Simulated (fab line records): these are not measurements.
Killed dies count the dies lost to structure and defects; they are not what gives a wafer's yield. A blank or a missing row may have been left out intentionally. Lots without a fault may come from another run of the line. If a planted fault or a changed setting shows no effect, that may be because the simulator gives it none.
fab line records ; flow gf180mcu
record lots=13; wafers=39; last-day=33
route steps=602 shown HV_LDD@224 V1@356 M3@414 V3@451
lots untouched by any fault: they come from a run of this same line in which no faults occurred
start-h: start of the lot's first displayed wafer, in hours after the record's first day ; wait-h: how many hours have passed since the lot's step before this one ; " as in the row above ; L1.1+2: a row that stands for several wafers ; - no value, or no start given ; * or withheld: withheld ; < > ~ a bound
route shown NAME@n: names a module that has steps shown in the file, with the first one's number in the route ; usual: mean/standard deviation taken from wafers without a fault ; same: alike in all rows ; chamber/n: place in a boat ; sites: each site's reading ; _std_site: the values' standard deviation ; _edge_site: inner sites' mean taken away from outer sites' mean ; radius-mm: how far each site lies from the wafer's centre ; mask NAME#n: copy n ; behind: the most recent tool/chamber to have shaped the wafer ; hold: why the lot was held/for how many hours/how that ended ; device: transistor that didn't switch, given as n, p or np ; end of line: the tests these same wafers got at the end of their route ; for a step that has no rows: nothing shown but its recipe ; killed: the dies lost at the first sort to structure and to defects; this is not the yield of the wafer ; map: a wafer's dies, x killed, . not, _ none there
set.NAME: the setting the step ran with; set.NAME@STEP: the setting that earlier step ran with ; model.NAME: the simulator's own value behind a step, which no gauge read
a sample of lots followed through the steps of the route, with each step as a table and each wafer as a row
services: when a tool's chamber went out of use (start-h, in hours from the record's first day, below 0 if earlier), for how many hours, and the reason
## steps
# step GF_HV_LDD_IMPLANT_48
# recipe species=B; energy-kev=25; dose-cm2=3e+13; tilt-deg=7
# usual beam-energy-keV=25.000/0.0082; dose-ions-cm2=3e+13/3.3e+10
lot.wafer;tool;chamber;start-h;wait-h;beam-energy-keV;dose-ions-cm2
L620.2;implanter-02;0;269.83;0.0;25.012;3e+13
L620.5;implanter-02;0;269.83;0.0;25.003;2.997e+13
L620.6;implanter-02;0;269.83;0.0;24.988;3.005e+13
L621.2;implanter-04;0;275.37;0.0;25.012;2.999e+13
L621.5;implanter-04;0;275.37;0.0;25.002;3e+13
L621.6;implanter-04;0;275.37;0.0;25.003;3.001e+13
L623.1;implanter-04;0;289.15;0.0;25.001;3e+13
L623.3;implanter-04;0;289.15;0.0;25.017;3e+13
L623.6;implanter-04;0;289.15;0.0;25.001;3.001e+13
L624.2;implanter-04;0;299.76;0.0;25.002;2.998e+13
L624.3;implanter-04;0;299.76;0.0;24.994;3.001e+13
L624.5;implanter-04;0;299.76;0.0;24.994;2.998e+13
L626.2;implanter-02;0;323.32;0.0;25.005;3.001e+13
L626.4;implanter-02;0;323.32;0.0;25.022;2.999e+13
L626.6;implanter-02;0;323.32;0.0;25.004;2.996e+13
L628.1;implanter-02;0;339.94;0.0;25.001;3.003e+13
L628.2;implanter-02;0;339.94;0.0;24.999;3.003e+13
L628.6;implanter-02;0;339.94;0.0;24.994;3.002e+13
L630.1;implanter-02;0;355.14;0.0;24.997;2.997e+13
L630.4;implanter-02;0;355.14;0.0;24.984;2.998e+13
L630.6;implanter-02;0;355.14;0.0;24.985;3.003e+13
L634.1;implanter-02;0;396.54;0.0;21.319;2.994e+13
L634.2;implanter-02;0;396.54;0.0;21.333;2.993e+13
L634.6;implanter-02;0;396.54;0.0;21.324;2.992e+13
L635.3;implanter-02;0;405.19;0.1;21.330;2.999e+13
L635.4;implanter-02;0;405.19;0.1;21.338;2.997e+13
L635.6;implanter-02;0;405.19;0.1;21.332;2.999e+13
L636.1;implanter-04;0;414.44;0.0;24.992;3e+13
L636.2;implanter-04;0;414.44;0.0;24.993;3.002e+13
L636.4;implanter-04;0;414.44;0.0;24.988;2.998e+13
L638.2;implanter-04;0;425.36;0.0;25.008;2.997e+13
L638.3;implanter-04;0;425.36;0.0;25.006;3.001e+13
L638.4;implanter-04;0;425.36;0.0;24.996;2.999e+13
L639.3;implanter-04;0;433.60;0.1;25.013;3.004e+13
L639.5;implanter-04;0;433.60;0.1;24.997;3.005e+13
L639.6;implanter-04;0;433.60;0.1;25.003;3.004e+13
L640.1;implanter-03;0;434.60;0.0;24.995;3.007e+13
L640.5;implanter-03;0;434.60;0.0;25.010;3.002e+13
L640.6;implanter-03;0;434.60;0.0;25.000;3.003e+13
# step GF_HV_LDD_TW_MEAS_50
# usual HV_LDD_4_TW=570/4.6
lot.wafer;tool;chamber;start-h;wait-h;HV_LDD_4_TW
L620.2;film-metro-02;-;270.06;0.1;566
L620.5;film-metro-02;-;270.06;0.1;567
L620.6;film-metro-02;-;270.06;0.1;567
L621.2;film-metro-03;-;275.61;0.1;561
L621.5;film-metro-03;-;275.61;0.1;560
L621.6;film-metro-03;-;275.61;0.1;562
L623.1;film-metro-02;-;289.40;0.1;574
L623.3;film-metro-02;-;289.40;0.1;575
L623.6;film-metro-02;-;289.40;0.1;570
L624.2;film-metro-04;-;300.00;0.1;573
L624.3;film-metro-04;-;300.00;0.1;572
L624.5;film-metro-04;-;300.00;0.1;576
L626.2;film-metro-02;-;323.56;0.1;572
L626.4;film-metro-02;-;323.56;0.1;568
L626.6;film-metro-02;-;323.56;0.1;571
L628.1;film-metro-03;-;340.19;0.1;563
L628.2;film-metro-03;-;340.19;0.1;564
L628.6;film-metro-03;-;340.19;0.1;564
L630.1;film-metro-03;-;355.39;0.1;565
L630.4;film-metro-03;-;355.39;0.1;567
L630.6;film-metro-03;-;355.39;0.1;566
L634.1;film-metro-02;-;396.79;0.1;551
L634.2;film-metro-02;-;396.79;0.1;551
L634.6;film-metro-02;-;396.79;0.1;553
L635.3;film-metro-03;-;405.41;0.1;547
L635.4;film-metro-03;-;405.41;0.1;547
L635.6;film-metro-03;-;405.41;0.1;549
L636.1;film-metro-04;-;414.69;0.1;574
L636.2;film-metro-04;-;414.69;0.1;577
L636.4;film-metro-04;-;414.69;0.1;573
L638.2;film-metro-03;-;425.59;0.1;571
L638.3;film-metro-03;-;425.59;0.1;567
L638.4;film-metro-03;-;425.59;0.1;562
L639.3;film-metro-03;-;433.82;0.1;568
L639.5;film-metro-03;-;433.82;0.1;571
L639.6;film-metro-03;-;433.82;0.1;566
L640.1;film-metro-04;-;434.85;0.1;574
L640.5;film-metro-04;-;434.85;0.1;576
L640.6;film-metro-04;-;434.85;0.1;577
# step GF_V1_SPUTTER_21
# recipe material=Ti; target-thk-nm=15; chamber-pressure-pa=5; power-w=2500; substrate-temp-c=200; time-s=80.02
# usual substrate-temp-c=200.00/0.18; throttle-valve-pct=30.1/1
lot.wafer;tool;chamber;start-h;wait-h;substrate-temp-c;throttle-valve-pct
L620.2;pvd-sputter-04;-;405.24;0.0;199.80;30.7
L620.5;pvd-sputter-04;-;405.24;0.0;199.95;29.3
L620.6;pvd-sputter-04;-;405.24;0.0;200.15;31.7
L621.2;pvd-sputter-02;-;412.39;0.0;199.93;31.3
L621.5;pvd-sputter-02;-;412.39;0.0;200.24;28.1
L621.6;pvd-sputter-02;-;412.39;0.0;199.86;30.2
L623.1;pvd-sputter-02;-;430.66;0.0;199.75;31.5
L623.3;pvd-sputter-02;-;430.66;0.0;199.61;28.3
L623.6;pvd-sputter-02;-;430.66;0.0;199.72;30.2
L624.2;pvd-sputter-02;-;440.91;0.0;200.17;27.9
L624.3;pvd-sputter-02;-;440.91;0.0;200.24;28.9
L624.5;pvd-sputter-02;-;440.91;0.0;200.08;29.2
L626.2;pvd-sputter-01;-;468.30;0.0;200.15;30.6
L626.4;pvd-sputter-01;-;468.30;0.0;200.08;29.7
L626.6;pvd-sputter-01;-;468.30;0.0;200.12;30.6
L628.1;pvd-sputter-01;-;488.97;0.0;199.79;30.6
L628.2;pvd-sputter-01;-;488.97;0.0;200.01;29.4
L628.6;pvd-sputter-01;-;488.97;0.0;200.14;29.3
L630.1;pvd-sputter-04;-;505.32;0.0;200.02;30.6
L630.4;pvd-sputter-04;-;505.32;0.0;199.95;29.5
L630.6;pvd-sputter-04;-;505.32;0.0;200.05;30.5
L634.1;pvd-sputter-02;-;545.94;0.0;200.11;31.3
L634.2;pvd-sputter-02;-;545.94;0.0;200.07;28.0
L634.6;pvd-sputter-02;-;545.94;0.0;200.43;31.3
L635.3;pvd-sputter-01;-;554.15;0.0;200.23;30.0
L635.4;pvd-sputter-01;-;554.15;0.0;199.94;30.3
L635.6;pvd-sputter-01;-;554.15;0.0;200.14;29.5
L636.1;pvd-sputter-02;-;562.56;0.0;199.96;31.2
L636.2;pvd-sputter-02;-;562.56;0.0;200.22;30.3
L636.4;pvd-sputter-02;-;562.56;0.0;200.15;28.1
L638.2;pvd-sputter-02;-;573.45;0.0;199.95;28.9
L638.3;pvd-sputter-02;-;573.45;0.0;200.08;30.1
L638.4;pvd-sputter-02;-;573.45;0.0;200.04;31.4
L639.3;pvd-sputter-02;-;581.37;0.0;200.03;29.0
L639.5;pvd-sputter-02;-;581.37;0.0;199.99;29.3
L639.6;pvd-sputter-02;-;581.37;0.0;199.69;31.5
L640.1;pvd-sputter-04;-;581.80;0.0;199.85;31.5
L640.5;pvd-sputter-04;-;581.80;0.0;200.10;29.4
L640.6;pvd-sputter-04;-;581.80;0.0;199.78;31.8
# step GF_M3_RS_MEAS_05
# recipe thk-meas-gauge=four-point-probe; reads=TiN_of_M3_SPUTTER_04+Ti_of_M3_SPUTTER_03+AlCu_of_M3_SPUTTER_02+TiN_of_M3_SPUTTER_01+Ti_of_M3_SPUTTER_00
# usual M3_ALCU_RS=0.0691/0.00073
lot.wafer;tool;chamber;start-h;wait-h;M3_ALCU_RS[ohm/sq]
L620.2;film-metro-03;-;456.56;0.0;0.0702
L620.5;film-metro-03;-;456.56;0.0;0.0703
L620.6;film-metro-03;-;456.56;0.0;0.0704
L621.2;film-metro-03;-;465.00;0.0;0.0688
L621.5;film-metro-03;-;465.00;0.0;0.0681
L621.6;film-metro-03;-;465.00;0.0;0.0695
L623.1;film-metro-03;-;483.47;0.0;0.0690
L623.3;film-metro-03;-;483.47;0.0;0.0684
L623.6;film-metro-03;-;483.47;0.0;0.0695
L624.2;film-metro-01;-;492.54;0.0;0.0689
L624.3;film-metro-01;-;492.54;0.0;0.0686
L624.5;film-metro-01;-;492.54;0.0;0.0693
L626.2;film-metro-01;-;519.37;0.0;0.0685
L626.4;film-metro-01;-;519.37;0.0;0.0693
L626.6;film-metro-01;-;519.37;0.0;0.0689
L628.1;film-metro-01;-;538.52;0.0;0.0693
L628.2;film-metro-01;-;538.52;0.0;0.0696
L628.6;film-metro-01;-;538.52;0.0;0.0682
L630.1;film-metro-02;-;554.56;0.0;0.0673
L630.4;film-metro-02;-;554.56;0.0;0.0690
L630.6;film-metro-02;-;554.56;0.0;0.0690
L634.1;film-metro-02;-;593.42;0.0;0.0683
L634.2;film-metro-02;-;593.42;0.0;0.0691
L634.6;film-metro-02;-;593.42;0.0;0.0687
L635.3;film-metro-01;-;601.97;0.1;0.0697
L635.4;film-metro-01;-;601.97;0.1;0.0699
L635.6;film-metro-01;-;601.97;0.1;0.0692
L636.1;film-metro-02;-;609.62;0.0;0.0679
L636.2;film-metro-02;-;609.62;0.0;0.0686
L636.4;film-metro-02;-;609.62;0.0;0.0686
L638.2;film-metro-01;-;619.54;0.0;0.0686
L638.3;film-metro-01;-;619.54;0.0;0.0696
L638.4;film-metro-01;-;619.54;0.0;0.0692
L639.3;film-metro-02;-;627.81;0.1;0.0692
L639.5;film-metro-02;-;627.81;0.1;0.0696
L639.6;film-metro-02;-;627.81;0.1;0.0705
L640.1;film-metro-03;-;628.52;0.0;0.0696
L640.5;film-metro-03;-;628.52;0.0;0.0707
L640.6;film-metro-03;-;628.52;0.0;0.0697
# step GF_V3_SPUTTER_22
# recipe material=TiN; target-thk-nm=10; chamber-pressure-pa=5; power-w=4000; time-s=40
# usual throttle-valve-pct=30.0/1.1
lot.wafer;tool;chamber;start-h;wait-h;throttle-valve-pct
L620.2;pvd-sputter-02;-;506.67;0.0;30.1
L620.5;pvd-sputter-02;-;506.67;0.0;31.3
L620.6;pvd-sputter-02;-;506.67;0.0;30.5
L621.2;pvd-sputter-02;-;514.70;0.0;31.3
L621.5;pvd-sputter-02;-;514.70;0.0;28.2
L621.6;pvd-sputter-02;-;514.70;0.0;29.1
L623.1;pvd-sputter-01;-;531.73;0.0;30.6
L623.3;pvd-sputter-01;-;531.73;0.0;30.1
L623.6;pvd-sputter-01;-;531.73;0.0;30.1
L624.2;pvd-sputter-02;-;544.29;3.8;30.1
L624.3;pvd-sputter-02;-;544.29;3.8;28.8
L624.5;pvd-sputter-02;-;544.29;3.8;31.3
L626.2;pvd-sputter-02;-;566.18;0.0;29.0
L626.4;pvd-sputter-02;-;566.18;0.0;31.5
L626.6;pvd-sputter-02;-;566.18;0.0;31.3
L628.1;pvd-sputter-02;-;584.69;0.0;28.0
L628.2;pvd-sputter-02;-;584.69;0.0;30.3
L628.6;pvd-sputter-02;-;584.69;0.0;30.3
L630.1;pvd-sputter-04;-;600.36;0.0;31.7
L630.4;pvd-sputter-04;-;600.36;0.0;29.7
L630.6;pvd-sputter-04;-;600.36;0.0;30.8
L634.1;pvd-sputter-01;-;637.22;0.0;30.3
L634.2;pvd-sputter-01;-;637.22;0.0;30.3
L634.6;pvd-sputter-01;-;637.22;0.0;30.3
L635.3;pvd-sputter-02;-;645.06;0.0;29.1
L635.4;pvd-sputter-02;-;645.06;0.0;31.3
L635.6;pvd-sputter-02;-;645.06;0.0;29.1
L636.1;pvd-sputter-02;-;652.77;0.0;28.9
L636.2;pvd-sputter-02;-;652.77;0.0;28.0
L636.4;pvd-sputter-02;-;652.77;0.0;30.5
L638.2;pvd-sputter-02;-;662.52;0.0;29.1
L638.3;pvd-sputter-02;-;662.52;0.0;28.3
L638.4;pvd-sputter-02;-;662.52;0.0;31.5
L639.3;pvd-sputter-04;-;668.91;0.0;29.3
L639.5;pvd-sputter-04;-;668.91;0.0;31.4
L639.6;pvd-sputter-04;-;668.91;0.0;29.5
L640.1;pvd-sputter-02;-;669.26;0.0;27.9
L640.5;pvd-sputter-02;-;669.26;0.0;30.4
L640.6;pvd-sputter-02;-;669.26;0.0;28.1
## services
tool;chamber;start-h;hours;kind
pvd-sputter-02;-;268.49;3.4;repair
implanter-03;-;268.98;2.9;repair
implanter-03;-;306.05;3.6;repair
implanter-03;-;312.92;4.8;repair
implanter-03;-;321.46;98.0;repair
implanter-02;-;331.15;1.1;repair
pvd-sputter-04;-;346.90;3.9;repair
pvd-sputter-04;-;367.49;1.5;repair
pvd-sputter-01;-;409.91;2.2;repair
pvd-sputter-02;-;416.13;4.7;repair
implanter-03;-;419.42;4.1;pm
implanter-02;-;424.91;2.7;repair
pvd-sputter-02;-;444.95;5.3;repair
pvd-sputter-01;-;481.79;4.2;repair
implanter-03;-;518.55;9.5;repair
pvd-sputter-01;-;532.03;4.8;repair
implanter-02;-;547.62;4.2;pm
implanter-02;-;556.35;3.9;repair
implanter-04;-;574.26;5.5;pm
implanter-02;-;581.31;6.9;repair
implanter-03;-;583.37;4.8;repair
implanter-03;-;584.63;5.1;repair
implanter-02;-;609.69;5.7;repair
implanter-04;-;645.57;4.4;repair
## key
first-sign step=GF_HV_LDD_IMPLANT_48; reading=beam-energy-keV; direction=down; sigmas=99+; usual=25.000; struck=21.329
effect step=GF_HV_LDD_TW_MEAS_50; reading=HV_LDD_4_TW; direction=down; sigmas=4.3; usual=570; struck=550
met-at GF_HV_LDD_IMPLANT_48
struck-lots L634,L635
tester-left-out L634,L635
not-acting-at GF_V1_SPUTTER_21,GF_M3_RS_MEAS_05,GF_V3_SPUTTER_22
onset-between 355.14 396.54
fault kind=process-parameter-drift; tool=implanter-02; chamber=-; onset-h=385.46; steps=GF_HV_LDD_IMPLANT_48; channel=energy-kev; offset=-3.6649; shape=step; end-h=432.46; acts-in=these-recipes-only; stated=25
# tester-left-out: of these lots the tester's yield and bins aren't shown, on N5 and GAA mostly nor the transistor test; their killed dies are dies lost to structure and defects alone, not to doping, threshold or leakage, so they don't give the yield
